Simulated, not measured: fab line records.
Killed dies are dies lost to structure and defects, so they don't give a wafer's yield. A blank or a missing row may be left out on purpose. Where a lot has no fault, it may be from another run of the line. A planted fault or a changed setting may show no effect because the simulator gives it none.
Comparing a struck lot with a sound one :: flow sky130 :: 14 steps out of a route of 708
Sound: the wafers L567.1, L567.3, L567.5. Wafers L577.4, L577.5, L577.6 were the ones struck. Last of all comes the cause.
Each step with rows lists, per side, the tool, then ch with its chambers, then its first start. Under that, the readings that differ: sound wafers :: struck wafers :: difference of the means :: sigmas: that difference in standard deviations of wafers without a fault.
alike: readings whose means differ by less than 2 such deviations, and words and numbers that are the same on both sides. not compared: withheld readings, readings that some wafer has no value for, bounds like >300 that may hide the same value, and numbers for which the record gives no deviation and whose values overlap.
A row with sigmas, a row that says differs or no value, or rows on one side alone: a step with any of these is where the two part. When numbers do not overlap yet have no deviation, they are printed without sigmas and do not part them. A reading that every wafer of one side lacks parts them only if that side has two wafers or more.

first, 3 steps without rows for these wafers: SKY_LDD_P_EXPOSE_04 (exposes mask PSDM, target cd 380 nm); SKY_LDD_P_PEB_05; SKY_LDD_P_DEVELOP_06 (develop time 60 s).
SKY_LDD_P_CD_MEAS_07 targets a cd of 380 nm.
  sound: cd sem-02 at day 19 21:53; struck: cd sem-01 at day 23 23:41
  alike: cd nm
SKY_LDD_P_OVL_MEAS_08:
  sound: overlay-01 at day 19 22:00; struck: overlay-01 at day 23 23:46
  alike: LDD_P_OVL
following that, these wafers have no rows for 1 step: SKY_LDD_P_IMPLANT_09.
SKY_LDD_P_STRIP_10: strips in O2/N2.
  sound on plasma asher-04 ch 1, day 19 22:11; struck on plasma asher-04 ch 0,1, day 23 23:58
  alike: drypump motor current A, n2 flow sccm, o2 flow sccm, oes product au, strip time to endpoint s
  not compared: rf hours counter h
SKY_LDD_P_TW_MEAS_11:
  sound: film metro-03 at day 19 22:17; struck: film metro-02 at day 24 00:04
  alike: LDD_P_TW
then, 4 steps without rows for these wafers: SKY_LDD_HVN_DEHYDRATE_00 (time 60 s); SKY_LDD_HVN_HMDS_01 (prime time 60 s); SKY_LDD_HVN_COAT_02 (resist thk 300 nm); SKY_LDD_HVN_SOFTBAKE_03 (time 60 s).
SKY_LDD_HVN_EXPOSE_04: exposes mask HVNTM, target cd 700 nm.
  sound on iline stepper-01 ch 0, day 20 13:47; struck on iline stepper-02 ch 0, day 24 15:47
reading: mask
sound: HVNTM#0 HVNTM#0 HVNTM#0
struck: HVNTM_R1#0 HVNTM_R1#0 HVNTM_R1#0
difference: differs
sigmas: 
following that, these wafers have no rows for 1 step: SKY_LDD_HVN_PEB_05.

== WHERE THEY PART ==
Within this record, at SKY_LDD_HVN_EXPOSE_04 only.

WHY: whatever the simulator had introduced
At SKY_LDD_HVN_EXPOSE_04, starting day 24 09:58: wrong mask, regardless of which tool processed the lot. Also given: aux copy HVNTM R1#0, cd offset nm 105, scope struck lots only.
